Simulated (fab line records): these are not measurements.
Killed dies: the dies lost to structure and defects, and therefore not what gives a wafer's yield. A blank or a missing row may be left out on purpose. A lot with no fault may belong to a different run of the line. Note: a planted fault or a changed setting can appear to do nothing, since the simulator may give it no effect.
A sampling plan put to the test | flow gf180mcu | one fab line, 52 faults that these records tell of, each judged on the records of the lots that it struck; 2 more are left out, because the records don't allow judging them
Plan = the line's own looks (route steps where a gauge or an inspection reads the wafer without altering it). Where struck wafers have a number at a look and the file lists that look's usual mean and standard deviation on fault-free wafers, the look can be judged. Caught: 4 or more of those standard deviations (sigma) separate the usual mean from the mean of the struck wafers at a look after the fault's first step. On the tool: the identical test, applied to the tool's own readings at the steps of the fault. Also counted as caught: the struck wafers showing another recipe, or a record that is empty for them alone.

== THE FAULTS, as the simulator had put them in ==
1. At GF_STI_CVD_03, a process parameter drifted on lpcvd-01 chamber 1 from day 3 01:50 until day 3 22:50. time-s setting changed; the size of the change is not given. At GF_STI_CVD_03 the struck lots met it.
2. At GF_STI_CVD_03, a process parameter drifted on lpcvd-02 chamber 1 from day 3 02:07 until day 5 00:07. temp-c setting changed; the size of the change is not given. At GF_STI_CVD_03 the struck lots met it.
3. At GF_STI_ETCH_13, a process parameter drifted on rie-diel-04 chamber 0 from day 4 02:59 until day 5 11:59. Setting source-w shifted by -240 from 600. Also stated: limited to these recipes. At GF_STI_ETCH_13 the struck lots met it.
4. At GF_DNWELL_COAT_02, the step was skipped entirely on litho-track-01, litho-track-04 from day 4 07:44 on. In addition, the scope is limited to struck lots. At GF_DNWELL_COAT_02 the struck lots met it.
5. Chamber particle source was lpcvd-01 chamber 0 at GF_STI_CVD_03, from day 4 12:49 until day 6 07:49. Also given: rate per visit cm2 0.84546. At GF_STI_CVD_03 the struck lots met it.
6. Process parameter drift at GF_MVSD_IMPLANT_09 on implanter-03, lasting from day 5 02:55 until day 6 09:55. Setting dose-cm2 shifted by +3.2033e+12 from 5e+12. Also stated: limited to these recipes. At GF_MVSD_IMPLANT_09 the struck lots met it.
7. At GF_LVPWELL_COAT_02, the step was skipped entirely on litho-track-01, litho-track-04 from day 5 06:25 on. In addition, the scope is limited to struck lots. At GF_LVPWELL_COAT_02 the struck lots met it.
8. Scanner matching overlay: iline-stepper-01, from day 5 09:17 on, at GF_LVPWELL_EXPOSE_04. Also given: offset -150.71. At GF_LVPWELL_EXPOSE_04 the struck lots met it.
9. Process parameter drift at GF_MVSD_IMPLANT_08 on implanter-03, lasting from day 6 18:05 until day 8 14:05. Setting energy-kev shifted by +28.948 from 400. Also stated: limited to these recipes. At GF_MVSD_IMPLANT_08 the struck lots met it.
10. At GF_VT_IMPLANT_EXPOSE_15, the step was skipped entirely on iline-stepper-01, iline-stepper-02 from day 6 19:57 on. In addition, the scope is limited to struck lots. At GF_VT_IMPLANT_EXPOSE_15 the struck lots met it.
11. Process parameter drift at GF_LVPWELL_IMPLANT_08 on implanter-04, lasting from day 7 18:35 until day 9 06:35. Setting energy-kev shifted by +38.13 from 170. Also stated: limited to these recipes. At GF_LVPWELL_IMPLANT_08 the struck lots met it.
12. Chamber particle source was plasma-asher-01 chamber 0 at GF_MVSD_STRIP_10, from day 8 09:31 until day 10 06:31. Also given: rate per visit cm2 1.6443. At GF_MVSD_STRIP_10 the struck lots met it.
13. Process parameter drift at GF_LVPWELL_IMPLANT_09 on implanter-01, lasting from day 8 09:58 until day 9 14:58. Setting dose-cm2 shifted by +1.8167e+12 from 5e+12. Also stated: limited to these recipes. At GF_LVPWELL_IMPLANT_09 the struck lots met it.
14. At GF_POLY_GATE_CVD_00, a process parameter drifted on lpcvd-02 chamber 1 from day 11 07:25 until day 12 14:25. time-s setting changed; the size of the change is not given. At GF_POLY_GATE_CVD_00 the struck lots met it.
15. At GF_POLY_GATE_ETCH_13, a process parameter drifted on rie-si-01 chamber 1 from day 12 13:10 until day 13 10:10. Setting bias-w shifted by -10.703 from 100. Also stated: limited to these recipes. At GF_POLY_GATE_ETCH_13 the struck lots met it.
16. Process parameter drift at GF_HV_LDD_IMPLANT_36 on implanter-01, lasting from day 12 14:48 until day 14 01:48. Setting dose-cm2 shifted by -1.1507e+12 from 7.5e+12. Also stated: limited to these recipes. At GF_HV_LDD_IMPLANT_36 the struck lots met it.
17. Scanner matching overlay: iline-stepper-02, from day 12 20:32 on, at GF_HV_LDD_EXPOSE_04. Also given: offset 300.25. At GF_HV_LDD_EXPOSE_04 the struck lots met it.
18. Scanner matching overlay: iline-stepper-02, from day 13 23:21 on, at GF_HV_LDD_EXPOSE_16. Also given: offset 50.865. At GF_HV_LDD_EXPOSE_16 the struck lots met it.
19. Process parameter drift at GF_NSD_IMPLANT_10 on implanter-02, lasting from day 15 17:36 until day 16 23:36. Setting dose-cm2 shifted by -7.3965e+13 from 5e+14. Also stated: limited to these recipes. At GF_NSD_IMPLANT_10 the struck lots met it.
20. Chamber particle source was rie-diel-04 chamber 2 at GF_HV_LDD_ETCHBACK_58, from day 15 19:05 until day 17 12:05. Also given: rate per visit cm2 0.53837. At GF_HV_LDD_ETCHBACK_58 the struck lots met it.
21. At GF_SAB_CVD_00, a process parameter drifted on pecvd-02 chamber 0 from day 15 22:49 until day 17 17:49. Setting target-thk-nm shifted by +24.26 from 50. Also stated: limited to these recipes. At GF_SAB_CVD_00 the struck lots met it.
22. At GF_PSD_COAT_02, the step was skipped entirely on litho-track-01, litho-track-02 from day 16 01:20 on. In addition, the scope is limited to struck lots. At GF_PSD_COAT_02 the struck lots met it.
23. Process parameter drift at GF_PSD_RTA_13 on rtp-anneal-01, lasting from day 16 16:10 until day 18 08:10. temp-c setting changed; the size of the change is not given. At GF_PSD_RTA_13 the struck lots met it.
24. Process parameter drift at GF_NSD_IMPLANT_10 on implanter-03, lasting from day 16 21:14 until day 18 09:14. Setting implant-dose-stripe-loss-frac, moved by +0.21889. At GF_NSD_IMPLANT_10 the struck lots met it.
25. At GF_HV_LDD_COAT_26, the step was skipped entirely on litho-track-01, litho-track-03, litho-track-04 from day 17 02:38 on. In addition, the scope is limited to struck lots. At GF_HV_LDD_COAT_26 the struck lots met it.
26. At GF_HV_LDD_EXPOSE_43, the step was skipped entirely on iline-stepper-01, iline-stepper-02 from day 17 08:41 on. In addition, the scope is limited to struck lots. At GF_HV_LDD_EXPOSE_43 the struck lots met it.
27. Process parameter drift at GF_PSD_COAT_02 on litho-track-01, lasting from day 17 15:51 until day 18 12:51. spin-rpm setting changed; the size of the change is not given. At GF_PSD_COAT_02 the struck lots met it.
28. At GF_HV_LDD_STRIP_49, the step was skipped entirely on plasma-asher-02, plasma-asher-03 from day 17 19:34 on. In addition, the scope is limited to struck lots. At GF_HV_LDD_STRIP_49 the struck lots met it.
29. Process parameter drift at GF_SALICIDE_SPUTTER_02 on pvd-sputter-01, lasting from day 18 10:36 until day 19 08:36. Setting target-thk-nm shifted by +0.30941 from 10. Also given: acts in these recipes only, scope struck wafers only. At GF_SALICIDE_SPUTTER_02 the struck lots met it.
30. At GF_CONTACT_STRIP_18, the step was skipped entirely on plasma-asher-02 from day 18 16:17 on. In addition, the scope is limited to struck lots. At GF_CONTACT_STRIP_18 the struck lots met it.
31. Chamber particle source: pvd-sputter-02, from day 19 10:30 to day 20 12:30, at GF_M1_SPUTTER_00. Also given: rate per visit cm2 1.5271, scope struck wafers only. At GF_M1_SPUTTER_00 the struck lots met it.
32. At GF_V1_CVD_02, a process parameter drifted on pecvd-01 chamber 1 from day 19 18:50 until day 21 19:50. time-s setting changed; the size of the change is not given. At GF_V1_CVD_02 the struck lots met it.
33. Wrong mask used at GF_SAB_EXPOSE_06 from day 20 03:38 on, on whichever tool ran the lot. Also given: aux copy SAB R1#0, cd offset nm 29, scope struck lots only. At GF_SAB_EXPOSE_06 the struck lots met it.
34. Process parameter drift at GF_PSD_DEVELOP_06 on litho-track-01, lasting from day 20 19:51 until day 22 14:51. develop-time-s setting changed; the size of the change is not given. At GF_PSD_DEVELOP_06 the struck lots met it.
35. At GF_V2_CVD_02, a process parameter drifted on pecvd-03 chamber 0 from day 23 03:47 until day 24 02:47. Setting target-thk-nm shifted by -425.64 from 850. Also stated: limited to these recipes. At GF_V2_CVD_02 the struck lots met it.
36. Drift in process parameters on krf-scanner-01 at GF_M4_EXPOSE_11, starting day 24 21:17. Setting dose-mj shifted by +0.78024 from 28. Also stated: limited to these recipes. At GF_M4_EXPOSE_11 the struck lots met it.
37. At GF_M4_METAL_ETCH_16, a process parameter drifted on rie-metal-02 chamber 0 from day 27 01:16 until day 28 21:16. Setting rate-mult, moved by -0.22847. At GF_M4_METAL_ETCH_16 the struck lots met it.
38. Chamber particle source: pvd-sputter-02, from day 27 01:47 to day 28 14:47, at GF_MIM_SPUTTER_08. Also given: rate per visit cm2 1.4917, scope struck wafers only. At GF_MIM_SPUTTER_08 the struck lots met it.
39. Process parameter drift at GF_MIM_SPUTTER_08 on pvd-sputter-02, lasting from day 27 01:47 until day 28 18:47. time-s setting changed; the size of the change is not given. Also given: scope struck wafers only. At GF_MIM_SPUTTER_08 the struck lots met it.
40. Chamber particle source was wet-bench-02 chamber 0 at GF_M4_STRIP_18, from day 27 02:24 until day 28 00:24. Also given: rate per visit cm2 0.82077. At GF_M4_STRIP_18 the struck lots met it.
41. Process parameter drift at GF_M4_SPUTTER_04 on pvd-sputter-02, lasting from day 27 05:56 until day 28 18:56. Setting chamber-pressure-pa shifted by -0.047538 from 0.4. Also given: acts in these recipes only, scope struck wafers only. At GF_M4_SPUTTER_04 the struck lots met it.
42. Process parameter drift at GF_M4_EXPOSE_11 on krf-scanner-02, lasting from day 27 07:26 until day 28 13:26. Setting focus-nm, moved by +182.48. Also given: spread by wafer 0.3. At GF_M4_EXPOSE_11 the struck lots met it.
43. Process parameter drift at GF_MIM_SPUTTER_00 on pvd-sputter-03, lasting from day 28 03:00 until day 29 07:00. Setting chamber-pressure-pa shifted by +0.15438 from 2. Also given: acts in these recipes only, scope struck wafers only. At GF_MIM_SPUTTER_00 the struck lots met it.
44. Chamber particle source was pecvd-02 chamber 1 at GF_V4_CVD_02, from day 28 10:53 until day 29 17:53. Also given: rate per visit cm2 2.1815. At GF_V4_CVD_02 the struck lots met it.
45. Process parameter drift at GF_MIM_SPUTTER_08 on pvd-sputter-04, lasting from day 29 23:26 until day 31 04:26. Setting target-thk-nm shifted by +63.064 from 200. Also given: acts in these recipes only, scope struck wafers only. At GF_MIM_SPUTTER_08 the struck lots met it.
46. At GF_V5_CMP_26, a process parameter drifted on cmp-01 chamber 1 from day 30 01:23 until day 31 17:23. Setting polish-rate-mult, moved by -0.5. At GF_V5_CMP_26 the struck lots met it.
47. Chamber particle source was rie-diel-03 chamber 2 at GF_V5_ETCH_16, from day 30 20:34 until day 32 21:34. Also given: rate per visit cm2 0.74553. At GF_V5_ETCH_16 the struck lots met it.
48. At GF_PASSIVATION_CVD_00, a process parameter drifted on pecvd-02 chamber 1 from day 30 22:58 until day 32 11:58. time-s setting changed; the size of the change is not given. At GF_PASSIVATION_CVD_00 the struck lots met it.
49. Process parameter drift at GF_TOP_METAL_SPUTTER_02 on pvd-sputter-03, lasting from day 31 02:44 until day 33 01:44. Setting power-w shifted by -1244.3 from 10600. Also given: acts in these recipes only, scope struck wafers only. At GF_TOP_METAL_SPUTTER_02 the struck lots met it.
50. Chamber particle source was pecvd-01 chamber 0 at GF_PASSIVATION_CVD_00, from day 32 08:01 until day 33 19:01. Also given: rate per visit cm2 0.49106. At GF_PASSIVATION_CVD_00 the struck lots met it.
51. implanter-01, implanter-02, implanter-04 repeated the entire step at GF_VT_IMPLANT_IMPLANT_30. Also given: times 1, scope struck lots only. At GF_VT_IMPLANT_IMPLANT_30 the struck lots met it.
52. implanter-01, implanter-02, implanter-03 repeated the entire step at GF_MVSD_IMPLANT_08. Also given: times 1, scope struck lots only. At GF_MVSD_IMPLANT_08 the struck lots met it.

== WHAT THE PLAN SAW ==
fault | on the tool itself                               | first look that catches it                      | reading, sigma                                     | median hours from its first step to that look | hours from the fault's start to the first struck lot there | judged looks passed uncaught
1     | under 2 sigma                                    | GF_STI_THK_MEAS_04                              | STI_CVD_03_THK +4.3                                | 2.0                                           | 5                                                          | 0
2     | susceptor-temp-C +20 sigma                       | GF_STI_THK_MEAS_04                              | STI_CVD_03_THK +11                                 | 3.0                                           | 14                                                         | 0
3     | rf-fwd-power-W -99 or beyond sigma               | no look after it can be judged                  | -                                                  | -                                             | -                                                          | 0
4     | the tool's record is blank for the struck wafers | GF_NWELL_TW_MEAS_11                             | NWELL_TW +15                                       | 22.0                                          | 23                                                         | 0
5     | under 2 sigma                                    | not the one look that can be judged after it    | -                                                  | -                                             | -                                                          | 1
6     | dose-ions-cm2 +99 or beyond sigma                | GF_VT_IMPLANT_RS_MEAS_46                        | MVSD_RS -35                                        | 77.3                                          | 77                                                         | 2
7     | the tool's record is blank for the struck wafers | GF_MVPSD_TW_MEAS_11                             | MVPSD_TW +19                                       | 37.0                                          | 38                                                         | 0
8     | no reading that can be judged                    | GF_LVPWELL_OVL_MEAS_07                          | LVPWELL_OVL -99 or beyond                          | 6.2                                           | 9                                                          | 0
9     | beam-energy-keV +99 or beyond sigma              | GF_VT_IMPLANT_RS_MEAS_46                        | MVSD_RS -5.2                                       | 84.6                                          | 90                                                         | 0
10    | no reading that can be judged                    | no look after it can be judged                  | -                                                  | -                                             | -                                                          | 0
11    | beam-energy-keV +99 or beyond sigma              | GF_VT_IMPLANT_RS_MEAS_48                        | LVPWELL_RS -19                                     | 108.7                                         | 113                                                        | 0
12    | under 2 sigma                                    | not the one look that can be judged after it    | -                                                  | -                                             | -                                                          | 1
13    | dose-ions-cm2 +99 or beyond sigma                | GF_VT_IMPLANT_RS_MEAS_48                        | LVPWELL_RS -30                                     | 112.6                                         | 131                                                        | 0
14    | under 2 sigma                                    | GF_POLY_GATE_THK_MEAS_01                        | POLY_GATE_CVD_00_THK +5.1                          | 1.3                                           | 13                                                         | 0
15    | bias-w -36 sigma                                 | no look after it can be judged                  | -                                                  | -                                             | -                                                          | 0
16    | dose-ions-cm2 -99 or beyond sigma                | not the one look that can be judged after it    | strongest: HV_LDD_RS at GF_HV_LDD_RS_MEAS_53, +3.8 | -                                             | -                                                          | 1
17    | no reading that can be judged                    | GF_HV_LDD_OVL_MEAS_08                           | HV_LDD_OVL +99 or beyond                           | 9.8                                           | 13                                                         | 0
18    | no reading that can be judged                    | GF_HV_LDD_OVL_MEAS_20                           | HV_LDD_01_OVL +36                                  | 9.3                                           | 13                                                         | 1
19    | dose-ions-cm2 -99 or beyond sigma                | GF_PSD_RS_MEAS_14                               | NSD_RS +11                                         | 22.3                                          | 25                                                         | 0
20    | under 2 sigma                                    | not the one look that can be judged after it    | -                                                  | -                                             | -                                                          | 1
21    | under 2 sigma                                    | GF_SAB_THK_MEAS_01                              | SAB_CVD_00_THK +31                                 | 0.0                                           | 14                                                         | 0
22    | the tool's record is blank for the struck wafers | not the one look that can be judged after it    | -                                                  | -                                             | -                                                          | 1
23    | wafer_temp_C_max -14 sigma                       | GF_PSD_RS_MEAS_14                               | NSD_RS +33                                         | 0.1                                           | 3                                                          | 0
24    | under 2 sigma                                    | GF_PSD_RS_MEAS_14                               | NSD_RS +10                                         | 23.4                                          | 28                                                         | 0
25    | the tool's record is blank for the struck wafers | GF_HV_LDD_TW_MEAS_50                            | HV_LDD_4_TW +99 or beyond                          | 36.7                                          | 36                                                         | 0
26    | no reading that can be judged                    | no look after it can be judged                  | -                                                  | -                                             | -                                                          | 0
27    | spin-speed-rpm +62 sigma                         | no look after it can be judged                  | -                                                  | -                                             | -                                                          | 0
28    | the tool's record is blank for the struck wafers | no look after it can be judged                  | -                                                  | -                                             | -                                                          | 0
29    | under 2 sigma                                    | no look after it can be judged                  | -                                                  | -                                             | -                                                          | 0
30    | the tool's record is blank for the struck wafers | no look after it can be judged                  | -                                                  | -                                             | -                                                          | 0
31    | under 2 sigma                                    | none of the 7 looks that can be judged after it | -                                                  | -                                             | -                                                          | 7
32    | run-length-s -84 sigma                           | GF_V1_THK_MEAS_03                               | V1_CVD_02_THK -39                                  | 0.1                                           | 3                                                          | 0
33    | no reading that can be judged                    | GF_SAB_CD_MEAS_09                               | cd-nm +13                                          | 11.6                                          | 20                                                         | 0
34    | no reading that can be judged                    | none of the 3 looks that can be judged after it | strongest: cd-nm at GF_PSD_CD_MEAS_07, +3.3        | -                                             | -                                                          | 3
35    | under 2 sigma                                    | GF_V2_THK_MEAS_03                               | V2_CVD_02_THK -35                                  | 0.1                                           | 4                                                          | 0
36    | exposure-dose-mJ-cm2 +27 sigma                   | none of the 2 looks that can be judged after it | strongest: cd-nm at GF_M4_CD_MEAS_14, -2.4         | -                                             | -                                                          | 2
37    | oes-product-au -25 sigma                         | no look after it can be judged                  | -                                                  | -                                             | -                                                          | 0
38    | under 2 sigma                                    | not the one look that can be judged after it    | -                                                  | -                                             | -                                                          | 1
39    | under 2 sigma                                    | GF_MIM_RS_MEAS_10                               | MIM_ALCU_RS +4.8                                   | 0.1                                           | 3                                                          | 0
40    | no reading that can be judged                    | none of the 2 looks that can be judged after it | -                                                  | -                                             | -                                                          | 2
41    | chamber-pressure-pa -55 sigma                    | none of the 7 looks that can be judged after it | strongest: M4_ALCU_RS at GF_M4_RS_MEAS_05, +2.5    | -                                             | -                                                          | 7
42    | exposure-dose-mJ-cm2 -12 sigma                   | GF_M4_CD_MEAS_14                                | cd-nm -4.5                                         | 9.3                                           | 33                                                         | 0
43    | chamber-pressure-pa +36 sigma                    | no look after it can be judged                  | -                                                  | -                                             | -                                                          | 0
44    | only faintly: heater-power-w -2.0 sigma          | not the one look that can be judged after it    | -                                                  | -                                             | -                                                          | 1
45    | under 2 sigma                                    | GF_MIM_RS_MEAS_10                               | MIM_ALCU_RS -24                                    | 0.1                                           | 7                                                          | 0
46    | overpolish-run-s -99 or beyond sigma             | no look after it can be judged                  | -                                                  | -                                             | -                                                          | 0
47    | under 2 sigma                                    | no look after it can be judged                  | -                                                  | -                                             | -                                                          | 0
48    | run-length-s -25 sigma                           | GF_PASSIVATION_THK_MEAS_01                      | PASSIVATION_CVD_00_THK -9.4                        | 0.1                                           | 9                                                          | 0
49    | cathode-dc-power-W -99 or beyond sigma           | GF_TOP_METAL_RS_MEAS_05                         | TOP_METAL_ALCU_RS +15                              | 0.1                                           | 24                                                         | 0
50    | under 2 sigma                                    | no look after it can be judged                  | -                                                  | -                                             | -                                                          | 0
51    | no reading that can be judged                    | GF_VT_IMPLANT_TW_MEAS_32                        | VT_IMPLANT_3_TW +14                                | 0.7                                           | -                                                          | 0
52    | under 2 sigma                                    | GF_MVSD_TW_MEAS_11                              | MVSD_TW +16                                        | 0.7                                           | -                                                          | 0
A dash: the fault isn't caught, or these records don't give the number.

Caught at a look: 27 of 52. Caught on the tool: 26 of 52. By one or the other: 39 of 52.
Caught on the tool alone: faults 3, 15, 16, 22, 27, 28, 30, 36, 37, 41, 43, 46.
Caught at a look alone: faults 1, 8, 14, 17, 18, 21, 24, 33, 35, 39, 45, 51, 52.
Caught by neither: faults 5, 10, 12, 20, 26, 29, 31, 34, 38, 40, 44, 47, 50.

== THINNER SAMPLING ==
Were the look that catches a fault to measure just every second or every third lot (counted by lot number), the first struck lot would, at worst, be measured this late:
fault | struck lots at that look, in order of time | every lot | every second lot | every third lot
1     | L730                                       | 5 h       | may miss it      | may miss it
2     | L772                                       | 14 h      | may miss it      | may miss it
4     | L710, L711                                 | 23 h      | 32 h             | may miss all 2
6     | L397, L399                                 | 77 h      | may miss all 2   | may miss all 2
7     | L403, L404                                 | 38 h      | 41 h             | may miss all 2
8     | L701, L702                                 | 9 h       | 11 h             | may miss all 2
9     | L467, L469                                 | 90 h      | may miss all 2   | may miss all 2
11    | L973, L975                                 | 113 h     | may miss all 2   | may miss all 2
13    | L614, L616                                 | 131 h     | may miss all 2   | may miss all 2
14    | L181                                       | 13 h      | may miss it      | may miss it
17    | L703, L705                                 | 13 h      | may miss all 2   | may miss all 2
18    | L748, L749                                 | 13 h      | 14 h             | may miss all 2
19    | L423, L424                                 | 25 h      | 29 h             | may miss all 2
21    | L979, L981                                 | 14 h      | may miss all 2   | may miss all 2
23    | L184, L185, L186, L188                     | 3 h       | 6 h              | 24 h
24    | L301, L303                                 | 28 h      | may miss all 2   | may miss all 2
25    | L247, L246, L248                           | 36 h      | 37 h             | 62 h
32    | L680, L682, L684                           | 3 h       | may miss all 3   | 34 h
33    | L446                                       | 20 h      | may miss it      | may miss it
35    | L581, L583                                 | 4 h       | may miss all 2   | may miss all 2
39    | L243, L244, L246                           | 3 h       | 19 h             | may miss all 3
42    | L702                                       | 33 h      | may miss it      | may miss it
45    | L449, L451                                 | 7 h       | may miss all 2   | may miss all 2
48    | L382, L383                                 | 9 h       | 13 h             | may miss all 2
49    | L277                                       | 24 h      | may miss it      | may miss it
The hour figures run from when the fault began to the first measured lot among those it struck. The limit of 4 sigma was tested on all struck wafers together, so one lot alone may lie under it. Other struck lots may not be in these records.

== THE LONGEST TIMED WAY FROM STEP TO LOOK ==
In fault 13, a median of 112.6 hours elapses between GF_LVPWELL_IMPLANT_09 and GF_VT_IMPLANT_RS_MEAS_48. No look between them can be judged.
